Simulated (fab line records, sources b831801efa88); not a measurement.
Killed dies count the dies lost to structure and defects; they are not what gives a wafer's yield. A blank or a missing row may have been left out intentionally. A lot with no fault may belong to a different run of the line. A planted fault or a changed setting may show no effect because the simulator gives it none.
Struck lot and sound lot, side by side    flow gf180mcu    15 out of 602 route steps
Sound: wafers L240.3, L240.5, L240.6. The struck wafers were L257.3, L257.5, L257.6. The cause comes at the end.
At each step with rows: each side's tool, then ch and its chambers, then its first start. Under that, the readings that differ: sound wafers    struck wafers    difference of the means    sigmas: that difference in standard deviations of wafers without a fault.
alike: a reading whose means differ by less than 2 such deviations, as well as words and numbers matching on both sides. not compared: withheld readings; readings where some wafer has no value; bounds like >300 that might hide an equal value; numbers whose values overlap and for which the record gives no deviation.
Wherever a step has rows on one side only, a row that says differs or no value, or a row with sigmas, the two part there. Non-overlapping numbers with no deviation appear without sigmas and do not part them. A reading missing from all wafers of one side parts the sides only when that side holds two or more wafers.

first, 4 steps without rows for these wafers: GF_VT_IMPLANT_SOFTBAKE_25 (time 60 s); GF_VT_IMPLANT_EXPOSE_26 (exposes mask LVPWELL HV AREA, target cd 860 nm); GF_VT_IMPLANT_PEB_27; GF_VT_IMPLANT_DEVELOP_28 (develop time 60 s).
GF_VT_IMPLANT_OVL_MEAS_29:
  sound: overlay-02 at day 7 03:25; struck: overlay-01 at day 11 21:00
  alike: VT_IMPLANT_02_OVL
then, 1 step without rows for these wafers: GF_VT_IMPLANT_IMPLANT_30.
GF_VT_IMPLANT_STRIP_31: strips in O2/N2.
  sound on plasmaAsher-02 ch 0,1, day 7 03:37; struck on plasmaAsher-02 ch 0,1, day 11 21:12
  alike: chamberPressureMTorr, drypumpMotorCurrentA, heaterPowerW, n2FlowSccm, oesProductAu, platenTempC, stripTimeToEndpointS
  not compared: rfHoursCounterH
GF_VT_IMPLANT_TW_MEAS_32:
  sound: filmMetro-01 at day 7 03:43; struck: filmMetro-01 at day 11 21:17
  alike: VT_IMPLANT_3_TW
then, 4 steps without rows for these wafers: GF_VT_IMPLANT_DEHYDRATE_33 (time 60 s); GF_VT_IMPLANT_HMDS_34 (prime time 60 s); GF_VT_IMPLANT_COAT_35 (resist thk 1000 nm); GF_VT_IMPLANT_SOFTBAKE_36 (time 60 s).
GF_VT_IMPLANT_EXPOSE_37: exposes mask Nwell HV AREA, target cd 860 nm.
  sound on ilineStepper-01 ch 0, day 7 11:35; struck on ilineStepper-01 ch 0, day 12 07:22
reading            sound                 struck                difference  sigmas
exposureDoseMJCm2  139.99 140.09 140.08  134.44 134.49 134.60  -5.54       -37
  alike: mask
then, 1 step without rows for these wafers: GF_VT_IMPLANT_PEB_38.
-- a jump in the record: the struck wafers' starts before and after are 22 days apart (it breaks off in module VT_IMPLANT and resumes in module PASSIVATION, where the first step shown is number 602 of the route) --
GF_PASSIVATION_PROBE_99:
  the record has rows for the struck wafers here (prober-02, day 33 21:04) and none for the sound ones

== WHERE THEY PART ==
First at GF_VT_IMPLANT_EXPOSE_37; last, within this record, at GF_PASSIVATION_PROBE_99.

WHY: what had been put in by the simulator
Process parameter drift: ilineStepper-01, from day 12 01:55 on, at GF_VT_IMPLANT_EXPOSE_37. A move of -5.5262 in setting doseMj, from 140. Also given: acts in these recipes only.
